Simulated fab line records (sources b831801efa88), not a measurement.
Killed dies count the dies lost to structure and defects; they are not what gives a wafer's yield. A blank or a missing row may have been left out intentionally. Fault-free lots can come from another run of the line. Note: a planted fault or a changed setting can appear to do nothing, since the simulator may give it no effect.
Matching of chambers | flow sky130 | SKY_CONTACT_CMP_27 on cmp-01 has 4 sister chambers
The step polishes, stops on SiO2, t overpolish 15 s, target thk 0 nm. 4 wafers are shown with their chamber, then 8 later ones without.

EACH WAFER AND ITS CHAMBER
wafer  | chamber | motor current A (A)
L611.3 | 1       | 9.2
L611.5 | 3       | 10.9
L611.6 | 0       | 8.8
L619.1 | 2       | 11.4

WAFERS WHOSE CHAMBER IS MISSING
wafer  | motor current A (A)
L619.3 | 11.2
L619.5 | 9.1
L620.1 | 8.4
L620.2 | 11.6
L620.6 | 9.3
L626.1 | 9.2
L626.5 | 12.0
L626.6 | 11.4

WHICH CHAMBER EACH WENT THROUGH
wafer  | from the rows above     | in truth
L619.3 | can't be placed: 2 or 3 | 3
L619.5 | can't be placed: 1 or 0 | 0
L620.1 | can't be placed: 0 or 1 | 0
L620.2 | can't be placed: 2 or 3 | 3
L620.6 | can't be placed: 1 or 0 | 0
L626.1 | can't be placed: 1 or 0 | 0
L626.5 | can't be placed: 2 or 3 | 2
L626.6 | can't be placed: 2 or 3 | 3
Correctly placed: 0 of 8. Not placeable from these rows: 8 (in 8, the candidates include the true chamber). Number placed wrongly: 0.
How it was worked out, from the rows above alone: a wafer's distance from a chamber is the root of the sum, over the readings, of the square of ((its reading less the chamber's mean) divided by the reading's scatter). If the next closest chamber is less than 2 further off than the closest, the wafer can't be placed; otherwise it belongs to the closest. Each chamber's mean is taken over the wafers shown for it. The scatter: with one shown wafer a chamber, the root of the mean of the squares of how far each hidden wafer lies from its nearest shown one.
